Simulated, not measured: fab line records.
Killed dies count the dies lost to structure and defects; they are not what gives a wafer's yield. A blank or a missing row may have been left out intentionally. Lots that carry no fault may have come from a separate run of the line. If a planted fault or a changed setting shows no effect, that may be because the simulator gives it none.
Chamber matching / flow gf180mcu / 3 sister chambers for GF_PASSIVATION_CVD_02 on pecvd-01
The step deposits Si3N4, target thk 700 nm, time 486.18 s. 20 wafers are shown with their chamber, then 10 later ones without.

== WAFERS, EACH WITH ITS CHAMBER ==
wafer=L076.1; chamber=1; heater_power_w (W)=595
wafer=L076.2; chamber=0; heater_power_w (W)=704
wafer=L076.3; chamber=2; heater_power_w (W)=933
wafer=L076.4; chamber=2; heater_power_w (W)=938
wafer=L076.5; chamber=0; heater_power_w (W)=584
wafer=L076.6; chamber=1; heater_power_w (W)=634
wafer=L078.4; chamber=2; heater_power_w (W)=853
wafer=L078.5; chamber=1; heater_power_w (W)=656
wafer=L078.6; chamber=0; heater_power_w (W)=570
wafer=L081.1; chamber=1; heater_power_w (W)=642
wafer=L081.2; chamber=2; heater_power_w (W)=848
wafer=L081.3; chamber=0; heater_power_w (W)=690
wafer=L081.4; chamber=2; heater_power_w (W)=910
wafer=L081.5; chamber=1; heater_power_w (W)=528
wafer=L081.6; chamber=0; heater_power_w (W)=698
wafer=L083.1; chamber=1; heater_power_w (W)=648
wafer=L083.2; chamber=2; heater_power_w (W)=895
wafer=L083.3; chamber=0; heater_power_w (W)=648
wafer=L083.4; chamber=0; heater_power_w (W)=680
wafer=L083.5; chamber=1; heater_power_w (W)=651

SIGNATURES (means of the wafers above)
reading=heater_power_w; chamber 0=653.43; chamber 1=622.00; chamber 2=896.17; scatter within a chamber=47.7
Rule: for a wafer and a chamber, the distance is found by dividing, reading by reading, the gap between the wafer's reading and the chamber's mean by the reading's scatter, squaring, summing and taking the root. The wafer belongs to the nearest chamber; if the next one is less than 2 further off, it can't be placed. The scatter: the root of (the sum of the squares of (reading less its chamber's mean) over the shown wafers, divided by (wafers less chambers)).

== WAFERS WITH NO CHAMBER GIVEN ==
wafer=L083.6; heater_power_w (W)=915
wafer=L091.1; heater_power_w (W)=902
wafer=L091.2; heater_power_w (W)=646
wafer=L091.3; heater_power_w (W)=651
wafer=L091.4; heater_power_w (W)=697
wafer=L091.5; heater_power_w (W)=935
wafer=L091.6; heater_power_w (W)=532
wafer=L092.3; heater_power_w (W)=620
wafer=L092.5; heater_power_w (W)=656
wafer=L092.6; heater_power_w (W)=675

== THE CHAMBER EACH PASSED THROUGH ==
wafer=L083.6; from the rows above=2; in truth=2
wafer=L091.1; from the rows above=2; in truth=2
wafer=L091.2; from the rows above=can't be placed: 0 or 1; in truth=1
wafer=L091.3; from the rows above=can't be placed: 0 or 1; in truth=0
wafer=L091.4; from the rows above=can't be placed: 0 or 1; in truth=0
wafer=L091.5; from the rows above=2; in truth=2
wafer=L091.6; from the rows above=can't be placed: 1 or 0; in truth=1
wafer=L092.3; from the rows above=can't be placed: 1 or 0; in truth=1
wafer=L092.5; from the rows above=can't be placed: 0 or 1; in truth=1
wafer=L092.6; from the rows above=can't be placed: 0 or 1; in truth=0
Placed correctly: 3 of 10. Not placeable from these rows: 7 (in 7, the candidates include the true chamber). Wrongly placed: 0.
